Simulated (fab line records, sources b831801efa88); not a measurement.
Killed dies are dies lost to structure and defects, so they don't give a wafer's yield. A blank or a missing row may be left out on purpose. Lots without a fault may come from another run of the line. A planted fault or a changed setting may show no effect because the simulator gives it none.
fab line records | flow sky130
record lots=13 wafers=39 last_day=50
route steps=708 shown POLY_GATE@235 LDD_HVP@286 LDD_LDN@302 SD_P@327 PAD_OPEN@708
lots that met no fault: from a run of the same line without faults
start_h: hours from the record's first day to the start of the lot's first wafer shown | wait_h: hours since the lot's step before | " the same as in the row above | L1.1+2: a row that stands for several wafers | - no value, or no start given | * or withheld: withheld | < > ~ a bound
route shown NAME@n: a module of which the file shows steps, and the number in the route of the first | usual: mean/standard deviation of fault-free wafers | same: alike in all rows | chamber/n: place in a boat | sites: the reading at each site | _std_site: their standard deviation | _edge_site: outer sites' mean less inner sites' | radius_mm: how far each site lies from the wafer's centre | mask NAME#n: copy n | behind: the tool/chamber that last shaped the wafer | hold: why the lot was held/for how many hours/how that ended | device: the transistor (n, p or np) that didn't switch | end of line: the same wafers' tests at the end of the route | a step without rows: its recipe alone | killed: dies lost to structure and defects at the first sort, not the wafer's yield | map: a wafer's dies, x killed, . not, _ none there
set.NAME: the setting as run; set.NAME@STEP: as run at that earlier step | model.NAME: the simulator's own value behind a step, which no gauge read
steps of the route over a sample of lots; a table a step, a row a wafer
services: from which hour (start_h, from the record's first day; less than 0 if before it) a tool's chamber was out of use, for how many hours, and why
## steps
# step SKY_POLY_GATE_THK_MEAS_21
# recipe reads=SiO2_of_POLY_GATE_OXIDATION_20
# usual POLY_GATE_OXIDATION_THK=3.98/0.096
# columns lot.wafer tool chamber start_h wait_h POLY_GATE_OXIDATION_THK[nm]
L186.1 film_metro-03 - 405.25 0.0 3.89
L186.4 " - " " 4.11
L186.6 " - " " 3.95
L188.2 film_metro-04 - 405.26 0.0 3.88
L188.3 " - " " 3.89
L188.5 " - " " 3.84
L190.1 film_metro-04 - 423.16 0.0 3.80
L190.2 " - " " 3.86
L190.3 " - " " 3.87
L191.2 film_metro-01 - 434.79 0.0 3.93
L191.4 " - " " 4.00
L191.6 " - " " 3.94
L192.2 film_metro-01 - 439.47 0.0 4.05
L192.3 " - " " 4.00
L192.6 " - " " 3.99
L194.1 film_metro-04 - 444.07 0.0 3.90
L194.3 " - " " 4.01
L194.6 " - " " 3.91
L193.2 film_metro-03 - 445.86 0.0 4.01
L193.3 " - " " 3.97
L193.6 " - " " 3.96
L201.1 film_metro-04 - 503.49 0.0 3.91
L201.4 " - " " 3.94
L201.5 " - " " 3.96
L204.1 film_metro-03 - 533.01 0.0 4.10
L204.2 " - " " 4.23
L204.4 " - " " 4.12
L205.2 film_metro-03 - 538.92 0.0 3.79
L205.5 " - " " 3.85
L205.6 " - " " 3.89
L206.1 film_metro-01 - 550.76 0.0 4.14
L206.2 " - " " 4.22
L206.4 " - " " 4.11
L209.2 film_metro-03 - 567.46 0.0 3.89
L209.5 " - " " 3.92
L209.6 " - " " 3.84
L208.2 film_metro-04 - 569.34 0.0 4.17
L208.4 " - " " 4.08
L208.6 " - " " 4.11
# step SKY_LDD_HVP_IMPLANT_08
# recipe species=B energy_kev=20 dose_cm2=1.7e+13 tilt_deg=17.9
# usual dose_ions_cm2=1.6999e+13/2e+10 faraday_current_uA=95.6/1.9
# columns lot.wafer tool chamber start_h wait_h dose_ions_cm2 faraday_current_uA
L186.1 implanter-04 0 530.39 0.0 1.6982e+13 96.0
L186.4 " 0 " " 1.7009e+13 94.5
L186.6 " 0 " " 1.6994e+13 96.5
L188.2 implanter-02 0 530.71 0.0 1.6996e+13 95.9
L188.3 " 0 " " 1.6997e+13 96.3
L188.5 " 0 " " 1.7009e+13 93.5
L190.1 implanter-04 0 548.19 0.0 1.6975e+13 98.7
L190.2 " 0 " " 1.6965e+13 100.5
L190.3 " 0 " " 1.6993e+13 92.1
L191.2 implanter-04 0 559.44 0.0 1.7018e+13 96.1
L191.4 " 0 " " 1.6999e+13 96.5
L191.6 " 0 " " 1.6996e+13 97.2
L192.2 implanter-04 0 563.94 0.0 1.6999e+13 97.0
L192.3 " 0 " " 1.7019e+13 95.1
L192.6 " 0 " " 1.6988e+13 95.5
L194.1 implanter-03 0 567.10 0.0 1.699e+13 96.3
L194.3 " 0 " " 1.7027e+13 99.1
L194.6 " 0 " " 1.7014e+13 97.6
L193.2 implanter-03 0 567.91 0.0 1.7001e+13 95.7
L193.3 " 0 " " 1.6991e+13 94.4
L193.6 " 0 " " 1.6988e+13 95.3
L201.1 implanter-03 0 623.87 0.0 1.1077e+13 63.0
L201.4 " 0 " " 1.1069e+13 63.5
L201.5 " 0 " " 1.1068e+13 60.9
L204.1 implanter-03 0 652.50 0.0 1.11e+13 62.9
L204.2 " 0 " " 1.1064e+13 62.4
L204.4 " 0 " " 1.1077e+13 62.0
L205.2 implanter-02 0 657.94 0.0 1.7008e+13 94.9
L205.5 " 0 " " 1.7024e+13 94.9
L205.6 " 0 " " 1.7012e+13 96.5
L206.1 implanter-02 0 668.94 0.0 1.703e+13 95.0
L206.2 " 0 " " 1.6988e+13 92.2
L206.4 " 0 " " 1.6998e+13 93.7
L209.2 implanter-02 0 685.26 0.0 1.701e+13 98.7
L209.5 " 0 " " 1.7003e+13 95.7
L209.6 " 0 " " 1.6998e+13 97.6
L208.2 implanter-02 0 687.19 0.0 1.6974e+13 97.1
L208.4 " 0 " " 1.7003e+13 97.3
L208.6 " 0 " " 1.6996e+13 95.7
# step SKY_LDD_HVP_TW_MEAS_10
# usual LDD_HVP_TW=456/5.1
# columns lot.wafer tool chamber start_h wait_h LDD_HVP_TW
L186.1 film_metro-01 - 530.64 0.1 453
L186.4 " - " " 450
L186.6 " - " " 448
L188.2 film_metro-03 - 530.95 0.1 459
L188.3 " - " " 460
L188.5 " - " " 461
L190.1 film_metro-01 - 548.44 0.1 450
L190.2 " - " " 449
L190.3 " - " " 452
L191.2 film_metro-01 - 559.68 0.1 452
L191.4 " - " " 455
L191.6 " - " " 454
L192.2 film_metro-01 - 564.18 0.1 451
L192.3 " - " " 453
L192.6 " - " " 454
L194.1 film_metro-01 - 567.35 0.1 452
L194.3 " - " " 453
L194.6 " - " " 455
L193.2 film_metro-03 - 568.14 0.1 464
L193.3 " - " " 463
L193.6 " - " " 466
L201.1 film_metro-03 - 624.12 0.1 405
L201.4 " - " " 404
L201.5 " - " " 406
L204.1 film_metro-01 - 652.75 0.1 395
L204.2 " - " " 394
L204.4 " - " " 396
L205.2 film_metro-02 - 658.18 0.1 454
L205.5 " - " " 457
L205.6 " - " " 455
L206.1 film_metro-01 - 669.19 0.1 451
L206.2 " - " " 449
L206.4 " - " " 449
L209.2 film_metro-03 - 685.50 0.1 462
L209.5 " - " " 461
L209.6 " - " " 459
L208.2 film_metro-02 - 687.43 0.1 456
L208.4 " - " " 454
L208.6 " - " " 455
# step SKY_LDD_LDN_TW_MEAS_13
# usual LDD_LDN_TW=1493/12
# columns lot.wafer tool chamber start_h wait_h LDD_LDN_TW
L186.1 film_metro-02 - 561.63 0.1 1494
L186.4 " - " " 1500
L186.6 " - " " 1509
L188.2 film_metro-03 - 561.96 0.1 1504
L188.3 " - " " 1510
L188.5 " - " " 1511
L190.1 film_metro-03 - 578.38 0.1 1490
L190.2 " - " " 1489
L190.3 " - " " 1496
L191.2 film_metro-02 - 589.14 0.1 1501
L191.4 " - " " 1495
L191.6 " - " " 1494
L192.2 film_metro-02 - 594.23 0.1 1492
L192.3 " - " " 1491
L192.6 " - " " 1490
L194.1 film_metro-02 - 597.15 0.1 1503
L194.3 " - " " 1494
L194.6 " - " " 1492
L193.2 film_metro-03 - 597.91 0.1 1490
L193.3 " - " " 1495
L193.6 " - " " 1496
L201.1 film_metro-02 - 653.52 0.1 1482
L201.4 " - " " 1473
L201.5 " - " " 1471
L204.1 film_metro-02 - 681.50 0.1 1481
L204.2 " - " " 1482
L204.4 " - " " 1467
L205.2 film_metro-04 - 686.99 0.1 1504
L205.5 " - " " 1498
L205.6 " - " " 1504
L206.1 film_metro-03 - 697.75 0.1 1498
L206.2 " - " " 1500
L206.4 " - " " 1496
L209.2 film_metro-02 - 714.31 0.1 1472
L209.5 " - " " 1479
L209.6 " - " " 1477
L208.2 film_metro-02 - 716.68 0.1 1474
L208.4 " - " " 1473
L208.6 " - " " 1470
# step SKY_SD_P_CD_MEAS_07
# recipe target_cd_nm=380
# usual cd_nm=379.1/1.8
# columns lot.wafer tool chamber start_h wait_h cd_nm
L186.1 cd_sem-02 - 623.39 0.1 379.4
L186.4 " - " " 379.9
L186.6 " - " " 379.5
L188.2 cd_sem-01 - 623.52 0.1 380.8
L188.3 " - " " 382.8
L188.5 " - " " 382.0
L190.1 cd_sem-01 - 638.60 0.1 377.1
L190.2 " - " " 378.2
L190.3 " - " " 376.7
L191.2 cd_sem-02 - 650.02 0.1 379.6
L191.4 " - " " 378.9
L191.6 " - " " 377.1
L192.2 cd_sem-02 - 655.78 0.1 380.4
L192.3 " - " " 380.8
L192.6 " - " " 379.7
L193.2 cd_sem-02 - 658.77 0.1 380.4
L193.3 " - " " 380.5
L193.6 " - " " 379.3
L194.1 cd_sem-02 - 659.39 0.1 381.0
L194.3 " - " " 382.3
L194.6 " - " " 380.8
L201.1 cd_sem-01 - 712.25 0.1 379.7
L201.4 " - " " 380.0
L201.5 " - " " 379.2
L204.1 cd_sem-02 - 738.80 0.1 379.5
L204.2 " - " " 379.5
L204.4 " - " " 377.6
L205.2 cd_sem-02 - 744.01 0.1 378.3
L205.5 " - " " 380.7
L205.6 " - " " 378.9
L206.1 cd_sem-02 - 757.31 0.1 378.9
L206.2 " - " " 379.9
L206.4 " - " " 376.2
L209.2 cd_sem-02 - 771.03 0.1 378.8
L209.5 " - " " 379.3
L209.6 " - " " 379.7
L208.2 cd_sem-01 - 773.51 0.1 380.5
L208.4 " - " " 378.3
L208.6 " - " " 381.4
# step SKY_PAD_OPEN_PROBE_99
# usual killed_at_M0_to_M3=44/6.6 killed_at_M4_up=3.0/1.9 killed_at_contacts=24/5.1 killed_at_front_end=16/4.6 killed_at_other=0.3/0.59 killed_dies=88/9.5 killed_open=48/6.7 killed_short=40/6.1
# same gross_dies=492 killed_at_back_side=0
# columns lot.wafer tool chamber start_h wait_h killed_at_M0_to_M3 killed_at_M4_up killed_at_contacts killed_at_front_end killed_at_other killed_dies killed_open killed_short
L192.2 prober-01 - 1132.23 0.1 55 0 23 14 0 92 51 41
L192.3 prober-01 - 1132.28 0.2 37 5 22 13 0 77 45 32
L192.6 prober-01 - 1132.43 0.2 29 4 22 10 0 65 40 25
# killed by level:class
L192.2 VIA1:geometric_particle:open=14 CONTACT:geometric_particle:open=11 VIA2:geometric_particle:open=10 VIA1:geometric_particle:short=7 FIELD_ISO:geometric_particle:short=5 VIA3:geometric_particle:open=5 METAL1:geometric_particle:short=5 VIA3:geometric_particle:short=4
L192.3 LI_CONTACT:geometric_particle:open=9 FIELD_ISO:geometric_particle:open=8 VIA1:geometric_particle:open=8 VIA2:geometric_particle:open=6 METAL2:geometric_particle:short=5 CONTACT:geometric_particle:open=5 VIA1:geometric_particle:short=5 LOCAL_INTERCONNECT:geometric_particle:short=4
L192.6 VIA1:geometric_particle:open=10 CONTACT:geometric_particle:open=8 CONTACT:geometric_particle:short=6 VIA3:geometric_particle:open=5 LI_CONTACT:geometric_particle:open=4 VIA2:geometric_particle:open=4 POLY_GATE:geometric_particle:open=3 POLY_GATE:geometric_particle:short=3
## services
# columns tool chamber start_h hours kind
implanter-04 - 511.51 2.4 repair
implanter-03 - 524.65 20.8 pm
implanter-02 - 550.95 106.0 repair
implanter-04 - 567.46 1.0 repair
implanter-04 - 682.21 6.4 pm
## key
first_sign step=SKY_LDD_HVP_IMPLANT_08 reading=dose_ions_cm2 direction=down sigmas=99+ usual=* struck=*
effect step=SKY_LDD_HVP_IMPLANT_08 reading=faraday_current_uA direction=down sigmas=18 usual=95.6 struck=62.5
effect step=SKY_LDD_HVP_TW_MEAS_10 reading=LDD_HVP_TW direction=down sigmas=11 usual=456 struck=400
met_at SKY_LDD_HVP_IMPLANT_08
struck_lots L201,L204
tester_left_out L201,L204
not_acting_at SKY_POLY_GATE_THK_MEAS_21,SKY_LDD_LDN_TW_MEAS_13,SKY_SD_P_CD_MEAS_07
onset_between 567.91 623.87
fault kind=process_parameter_drift tool=implanter-03 chamber=- onset_h=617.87 steps=SKY_LDD_HVP_IMPLANT_08 channel=dose_cm2 offset=* shape=step end_h=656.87 acts_in=* stated=*
# tester_left_out: of these lots the tester's yield and bins aren't shown, on N5 and GAA mostly nor the transistor test; their killed dies are dies lost to structure and defects alone, not to doping, threshold or leakage, so they don't give the yield
